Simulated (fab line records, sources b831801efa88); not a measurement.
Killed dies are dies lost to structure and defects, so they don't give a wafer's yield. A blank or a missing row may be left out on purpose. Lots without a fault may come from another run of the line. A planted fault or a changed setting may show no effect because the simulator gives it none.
Tool commonality check | flow gf180mcu | 11 lots, 39 wafers sampled

WHY IT WAS OPENED
At GF_VT_IMPLANT_RS_MEAS_48 the reading LVPWELL_RS is flagged on 2 of 11 lots. Wafers without a fault read 1197 ohm/sq, standard deviation 3.2.
Rule: a lot is flagged when every wafer of it that has a number lies more than 4 standard deviations from that mean, or none has a number. The other lots count as sound.

lot  | measured     | on            | LVPWELL_RS (ohm/sq), wafer by wafer | flag
L339 | day 7 17:47  | film_metro-03 | 1196 1200 1199                      |
L340 | day 8 00:30  | film_metro-04 | 1198 1199 1199                      |
L342 | day 8 15:09  | film_metro-02 | 1191 1194 1194                      |
L345 | day 9 14:54  | film_metro-02 | 1158 1160 1158 1161 1163 1159       | FLAGGED
L346 | day 9 18:17  | film_metro-04 | 1160 1158 1157 1161 1157 1155       | FLAGGED
L352 | day 11 15:27 | film_metro-03 | 1196 1196 1201                      |
L356 | day 12 23:31 | film_metro-03 | 1199 1199 1196                      |
L357 | day 13 04:34 | film_metro-02 | 1196 1193 1190                      |
L359 | day 13 14:09 | film_metro-03 | 1199 1199 1198                      |
L361 | day 13 22:46 | film_metro-04 | 1201 1198 1199                      |
L360 | day 14 02:08 | film_metro-04 | 1196 1198 1201                      |
The numbers of the flagged lots are 1159 ohm/sq on average: -38 ohm/sq against the usual, or -12 standard deviations.

WHICH TOOL RAN EACH LOT
The record holds 2 process steps before the reading, out of a route of 602 steps. In each cell: the tool, then ch and the chambers that the sampled wafers went through, then the start.
lot  | flag    | GF_LVPWELL_IMPLANT_09          | GF_LVPWELL_STRIP_10
L339 |         | implanter-03 ch 0, day 4 02:55 | plasma_asher-02 ch 0,1, day 4 03:02
L340 |         | implanter-02 ch 0, day 4 07:05 | plasma_asher-04 ch 0,1, day 4 07:14
L342 |         | implanter-02 ch 0, day 4 20:52 | plasma_asher-01 ch 0,1, day 4 20:59
L345 | FLAGGED | implanter-02 ch 0, day 5 14:26 | plasma_asher-01 ch 0,1, day 5 14:35
L346 | FLAGGED | implanter-02 ch 0, day 5 17:20 | plasma_asher-04 ch 0,1, day 5 17:29
L352 |         | implanter-04 ch 0, day 7 07:12 | plasma_asher-04 ch 0,1, day 7 07:21
L356 |         | implanter-04 ch 0, day 8 09:28 | plasma_asher-02 ch 0,1, day 8 09:35
L357 |         | implanter-04 ch 0, day 8 13:23 | plasma_asher-02 ch 0,1, day 8 13:31
L359 |         | implanter-02 ch 0, day 8 21:42 | plasma_asher-02 ch 0,1, day 8 21:50
L361 |         | implanter-02 ch 0, day 9 05:33 | plasma_asher-02 ch 0,1, day 9 05:41
L360 |         | implanter-04 ch 0, day 9 07:53 | plasma_asher-01 ch 0,1, day 9 08:01
What these steps do:
- GF_LVPWELL_IMPLANT_09
- GF_LVPWELL_STRIP_10: strips in O2/N2.
- GF_VT_IMPLANT_RS_MEAS_48: measures by four-point-probe.

FLAGGED OVER TOTAL, TOOL BY TOOL (the gauges that took the reading come last)
step                     | tool            | lots run | flagged | share of the flagged lots | sound lots run after its first flagged lot
GF_LVPWELL_IMPLANT_09    | implanter-02    | 6        | 2       | all                       | 2 (L359,L361)
GF_LVPWELL_IMPLANT_09    | implanter-03    | 1        | 0       | none                      | -
GF_LVPWELL_IMPLANT_09    | implanter-04    | 4        | 0       | none                      | -
GF_LVPWELL_STRIP_10      | plasma_asher-01 | 3        | 1       | some                      | 1 (L360)
GF_LVPWELL_STRIP_10      | plasma_asher-02 | 5        | 0       | none                      | -
GF_LVPWELL_STRIP_10      | plasma_asher-04 | 3        | 1       | some                      | 1 (L352)
GF_VT_IMPLANT_RS_MEAS_48 | film_metro-02   | 3        | 1       | some                      | 1 (L357)
GF_VT_IMPLANT_RS_MEAS_48 | film_metro-03   | 4        | 0       | none                      | -
GF_VT_IMPLANT_RS_MEAS_48 | film_metro-04   | 4        | 1       | some                      | 2 (L361,L360)

WHAT THE TABLE ALLOWS
1 row of the table ran every flagged lot: implanter-02 at GF_LVPWELL_IMPLANT_09.
- implanter-02 at GF_LVPWELL_IMPLANT_09: 2 of its 6 lots flagged. Sound lots ran on it after the first flagged one (L359, L361), which a lasting fault on the whole tool wouldn't allow. Its own readings lie more than 4 standard deviations out on every wafer of the flagged lots: dose_ions_cm2, faraday_current_uA.
No row of the table ran every flagged lot and no sound lot after the first.

WHAT THE SIMULATOR HAD PUT IN
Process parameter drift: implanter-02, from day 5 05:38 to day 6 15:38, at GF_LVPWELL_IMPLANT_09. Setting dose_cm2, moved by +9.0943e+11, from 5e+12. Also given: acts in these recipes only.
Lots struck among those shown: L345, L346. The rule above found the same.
